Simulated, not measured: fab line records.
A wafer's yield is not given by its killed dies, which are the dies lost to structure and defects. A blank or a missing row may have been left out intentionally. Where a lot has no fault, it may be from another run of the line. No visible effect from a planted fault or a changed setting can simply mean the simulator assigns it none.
Struck lot and sound lot, side by side :: flow sky130 :: 22 out of 708 route steps
Sound: wafers L229.3, L229.5, L229.6. The struck wafers were L236.2, L236.3, L236.6. At the end, the cause is stated.
Each step with rows lists, per side, the tool, then ch with its chambers, then its first start. Under that, the readings that differ: sound wafers :: struck wafers :: difference of the means :: sigmas: that difference in standard deviations of wafers without a fault.
alike: a reading whose means differ by less than 2 such deviations, as well as words and numbers matching on both sides. not compared: withheld readings; readings where some wafer has no value; bounds like >300 that might hide an equal value; numbers whose values overlap and for which the record gives no deviation.
A row with sigmas, a row that says differs or no value, or rows on one side alone: a step with any of these is where the two part. Numbers that have no deviation but don't overlap get no sigmas and don't part them. A reading that every wafer of one side lacks parts them only if that side has two wafers or more.

SKY_POLY_GATE_THK_MEAS_21:
  sound: film_metro-04 at day 17 14:14; struck: film_metro-01 at day 20 02:16
  alike: POLY_GATE_OXIDATION_THK
SKY_POLY_GATE_CD_MEAS_22:
  sound: cd_sem-01 at day 17 14:20; struck: cd_sem-02 at day 20 02:21
  alike: cd_nm
then, 7 steps without rows for these wafers: SKY_LDD_N_DEHYDRATE_00 (time 60 s); SKY_LDD_N_HMDS_01 (prime time 60 s); SKY_LDD_N_COAT_02 (resist thk 300 nm); SKY_LDD_N_SOFTBAKE_03 (time 60 s); SKY_LDD_N_EXPOSE_04 (exposes mask NTM, target cd 840 nm); SKY_LDD_N_PEB_05; SKY_LDD_N_DEVELOP_06 (develop time 60 s).
SKY_LDD_N_OVL_MEAS_07:
  sound: overlay-01 at day 18 19:53; struck: overlay-02 at day 21 08:13
  alike: LDD_N_OVL
then, 2 steps without rows for these wafers: SKY_LDD_N_IMPLANT_08; SKY_LDD_N_IMPLANT_09.
SKY_LDD_N_IMPLANT_10:
  sound on implanter-02 ch 0, day 18 20:15; struck on implanter-04 ch 0, day 21 08:34
reading: implant_ion_amu
sound: 75 75 75
struck: 49 49 49
difference: -26
sigmas: 

reading: model.implant.drp_nm (nm)
sound: 7.212 7.212 7.212
struck: 9.752 9.752 9.752
difference: +2.540
sigmas: 

reading: model.implant.rp_nm (nm)
sound: 15.25 15.25 15.25
struck: 16.99 16.99 16.99
difference: +1.74
sigmas: 
then, 5 steps without rows for these wafers: SKY_LDD_N_IMPLANT_11; SKY_LDD_N_IMPLANT_12; SKY_LDD_N_IMPLANT_13; SKY_LDD_N_IMPLANT_14; SKY_LDD_N_IMPLANT_15.
SKY_LDD_N_STRIP_16: strips in O2/N2.
  sound on plasma_asher-04 ch 0,1, day 18 21:08; struck on plasma_asher-03 ch 0,1, day 21 09:27
reading: strip_time_to_endpoint_s (s)
sound: 4.333 4.320 4.340
struck: 4.293 4.300 4.288
difference: -0.037
sigmas: -3
  alike: drypump_motor_current_A, oes_product_au
  not compared: rf_hours_counter_h
SKY_LDD_N_TW_MEAS_17:
  sound: film_metro-03 at day 18 21:13; struck: film_metro-01 at day 21 09:34
reading: LDD_N_TW
sound: 2630 2619 2635
struck: 2502 2510 2512
difference: -120
sigmas: -9
then, 1 step without rows for these wafers: SKY_LDD_P_DEHYDRATE_00 (time 60 s).
-- here the record skips 27 days between the struck wafers' starts before and after, leaving off in module LDD_P and picking up in module PAD_OPEN (first step shown: number 708 of the route) --
SKY_PAD_OPEN_PROBE_99:
  sound: prober-02 at day 46 17:25; struck: prober-02 at day 48 05:37
  alike: killed_at_M0_to_M3, killed_at_M4_up, killed_at_contacts, killed_at_front_end, killed_at_other, killed_dies, killed_open, killed_short

WHERE THEY PART
Earliest at SKY_LDD_N_STRIP_16; latest, in this record, at SKY_LDD_N_TW_MEAS_17. Later steps at which nothing parts them and some readings are alike: SKY_PAD_OPEN_PROBE_99.

WHY: the cause the simulator had injected
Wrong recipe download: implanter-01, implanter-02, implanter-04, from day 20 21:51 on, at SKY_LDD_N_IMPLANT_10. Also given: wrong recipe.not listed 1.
